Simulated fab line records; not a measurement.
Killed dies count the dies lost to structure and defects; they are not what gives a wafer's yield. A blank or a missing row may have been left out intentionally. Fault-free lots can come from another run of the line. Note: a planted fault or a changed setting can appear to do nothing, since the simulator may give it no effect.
Problem report in the 8D (eight disciplines) form, filled by code | flow sky130 | the parts of the form that need people (team, actions taken, sign-off) are left out

1. WHAT WENT WRONG
A mean of 3.5 % is read at SKY_PAD_OPEN_PROBE_99 for sort_bin_3_pad_short, taken on 1 wafer of 1 lot, against 0.8 % (standard deviation 0.42) on wafers free of any fault. That is +6.4 standard deviations from the usual mean.
Seen first at day 47 18:22 on prober-01, wafer L526.1. The record holds 8 wafers of 4 lots with a number at this step. Rule for "out", or "out of limits": more than 4 standard deviations from the usual mean. The rest of the wafers with a number are treated as sound.

2. WHAT THIS IS AND IS NOT
question                    | is                                       | is not
which readings at this step | sort_bin_3_pad_short, killed_at_M0_to_M3 | killed_at_M4_up, killed_at_contacts, killed_at_front_end, killed_at_other, killed_open, killed_short, sort_bin_5_function, sort_bin_6_memory
which lots                  | L526                                     | L537, L538, L541
which wafers of those lots  | all that have a number                   | -
read on which tools         | prober-01                                | prober-02
when                        | from day 47 18:22                        | up to then (0 sound wafers); but 7 sound wafers of L537, L538, L541 came after

3. WHAT RULES OUT EACH SUSPECT
Counting: a tool at a process step up to the reading stays a suspect if it ran every lot that is out and no sound lot after the first of them.
- plasma_asher-01 at SKY_VIA2_STRIP_16 (strips in O2/N2): ruled out as a lasting fault. The sound lots L538 went through it after L526, its earliest lot that is out (day 38 18:14).
- pvd_sputter-03 at SKY_METAL3_SPUTTER_01 (material TiN, target thk 20 nm, time 16.7 s): ruled out as a lasting fault. The sound lots L537 went through it after L526, its earliest lot that is out (day 38 19:37).
- pvd_sputter-03 at SKY_METAL3_SPUTTER_03 (material Ti, target thk 5 nm, time 3.3 s): ruled out as a lasting fault. The sound lots L537 went through it after L526, its earliest lot that is out (day 38 19:41).
- pvd_sputter-03 at SKY_METAL3_SPUTTER_04 (material TiN, target thk 70 nm, time 58.3 s): ruled out as a lasting fault. The sound lots L537 went through it after L526, its earliest lot that is out (day 38 19:42).
- pecvd-03 at SKY_CAPM_CVD_00 (deposits SiO2, target thk 15.5 nm): ruled out as a lasting fault. The sound lots L537, L538 went through it after L526, its earliest lot that is out (day 38 19:45).
- plasma_asher-02 at SKY_CAPM_STRIP_14 (strips in O2/N2): kept. It ran the lot that is out, L526 (day 39 20:41), and no sound lot after that.
- prober-01 at SKY_PAD_OPEN_PROBE_99: ruled out as a lasting fault. The sound lots L537, L538 went through it after L526, its earliest lot that is out (day 47 18:22).
Left after counting: plasma_asher-02 at SKY_CAPM_STRIP_14.

4. THE CAUSE (what the simulator had put in)
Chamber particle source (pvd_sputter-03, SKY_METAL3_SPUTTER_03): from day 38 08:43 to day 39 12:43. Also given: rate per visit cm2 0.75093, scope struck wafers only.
Counting ruled it out, wrongly: the rule takes a fault to strike every lot that its tool runs from its start on, and this one did not.

5. THE CHAIN OF EFFECTS, in route order
One row per reading whose mean, taken over the struck wafers that have a number, lies over 3 standard deviations from the usual. Scope: only readings with a usual standard deviation given in the record; hours: median across lots of the time from each lot's start at the first step in this table that gives one to its start at this step; sigmas: change in usual standard deviations.
hours | step                  | reading              | usual | on struck wafers | change | sigmas
0     | SKY_PAD_OPEN_PROBE_99 | killed_at_M0_to_M3   | 44    | 74               | +30    | +4.6
0     | SKY_PAD_OPEN_PROBE_99 | sort_bin_3_pad_short | 0.8 % | 3.5              | +2.7   | +6.4
Process steps it contains:
- SKY_PAD_OPEN_PROBE_99

6. WHAT WOULD HAVE CAUGHT IT SOONER
The fault began at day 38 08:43; the first out-of-limits reading in this record came at day 47 18:22, 226 hours later.
Tool readings at SKY_METAL3_SPUTTER_03 with a usual standard deviation given in the record: none out on any struck wafer, hence no alarm at a limit of 4 standard deviations on them.
